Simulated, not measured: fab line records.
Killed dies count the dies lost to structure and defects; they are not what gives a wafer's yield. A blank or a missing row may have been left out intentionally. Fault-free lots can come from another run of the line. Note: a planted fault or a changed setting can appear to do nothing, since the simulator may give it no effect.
Comparing a struck lot with a sound one || flow sfq-line || 14 steps out of a route of 325
Sound: wafers L629.1, L629.2, L629.4. Struck: wafer L631.3 (left out: L631.5, L631.6 of the same lot, which were not struck); the cause appears at the end.
At each step with rows: each side's tool, then ch and its chambers, then its first start. Under that, the readings that differ: sound wafers || struck wafers || difference of the means || sigmas: that difference in standard deviations of wafers without a fault.
alike: readings whose means differ by less than 2 such deviations, and words and numbers that are the same on both sides. not compared: withheld readings, readings that some wafer has no value for, bounds like >300 that may hide the same value, and numbers for which the record gives no deviation and whose values overlap.
A row with sigmas, a row that says differs or no value, or rows on one side alone: a step with any of these is where the two part. When numbers do not overlap yet have no deviation, they are printed without sigmas and do not part them. A reading that every wafer of one side lacks parts them only if that side has two wafers or more.

first, 6 steps without rows for these wafers: SFQ_TRILAYER_M3_LITHO_COAT_080 (resist thk 62 nm); SFQ_TRILAYER_M3_LITHO_COAT_075 (resist thk 600 nm); SFQ_TRILAYER_M3_LITHO_SOFTBAKE_079; SFQ_TRILAYER_M3_LITHO_EXPOSE_076 (exposes mask M3, target cd 500 nm); SFQ_TRILAYER_M3_LITHO_PEB_078 (peb time 60 s); SFQ_TRILAYER_M3_LITHO_DEVELOP_077 (time 60 s).
SFQ_M3_OVL_MEAS_921:
  sound on overlay-01, day 51 05:09; struck on overlay-01, day 51 21:58
  alike: M3_OVL
SFQ_TRILAYER_M3_BARC_OPEN_METAL_ETCH_100: etches BARC in O2, target depth 125 nm, time 41.7 s.
  sound on rie-metal-03 ch 0,1, day 51 05:11; struck on rie-metal-03 ch 0, day 51 22:00
  alike: drypump-motor-current-A, oes-product-au
  not compared: rf-hours-counter-h
SFQ_TRILAYER_M3_ETCH_METAL_ETCH_078: etches Nb in Cl2/Ar, stops on SiO2, target depth 240 nm, time 120 s.
  sound on rie-metal-03 ch 0,1, day 51 05:14; struck on rie-metal-03 ch 0, day 51 22:05
  alike: drypump-motor-current-A, oes-product-au
  not compared: rf-hours-counter-h
SFQ_TRILAYER_M3_STRIP_STRIP_079: strips in O2.
  sound on rie-metal-03 ch 0,1, day 51 05:22; struck on rie-metal-03 ch 0, day 51 22:22
  alike: drypump-motor-current-A, oes-product-au
  not compared: rf-hours-counter-h
then, 1 step without rows for these wafers: SFQ_TRILAYER_M3_STRIP_SOLV_CLEAN_080 (cleans in NMP, time 600 s).
SFQ_TRILAYER_I3_DEP_PECVD_081: deposits SiO2 from SiH4/N2O, time 111.11 s, target thk 500 nm.
  sound on pecvd-03 ch 1,2, day 51 06:08; struck on pecvd-03 ch 0, day 51 22:56
{"reading": "run-length-s (s)", "sound": "139.1 139.2 139.0", "struck": 169.3, "difference": "+30.2", "sigmas": "+64"}
{"reading": "model.SiO2_of_TRILAYER_I3_DEP_PECVD_081.thk-nm (nm)", "sound": "491.7 500.4 510.1", "struck": 619, "difference": "+118", "sigmas": ""}
  alike: heater-power-w, throttle-valve-pct
SFQ_TRILAYER_I3_CMP_CMP_082: polishes SiO2.
  sound on cmp-01 ch 1,2,3, day 51 08:08; struck on cmp-02 ch 3, day 52 01:31
{"reading": "time-to-endpoint-s (s)", "sound": "200 218 217", "struck": 298, "difference": "+86", "sigmas": "+13"}
  alike: edge-zone-pressure-frac, motor-current-A
SFQ_I3_BOW_MEAS_922:
  sound on film-metro-04, day 51 11:08; struck on film-metro-01, day 52 04:04
  alike: I3_BOW

WHERE THEY PART
Last at SFQ_TRILAYER_I3_CMP_CMP_082 as far as this record goes, first at SFQ_TRILAYER_I3_DEP_PECVD_081. Later steps at which nothing parts them and some readings are alike: SFQ_I3_BOW_MEAS_922.

WHY: the cause the simulator had injected
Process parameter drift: pecvd-03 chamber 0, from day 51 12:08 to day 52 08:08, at SFQ_TRILAYER_I3_DEP_PECVD_081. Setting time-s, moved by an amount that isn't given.
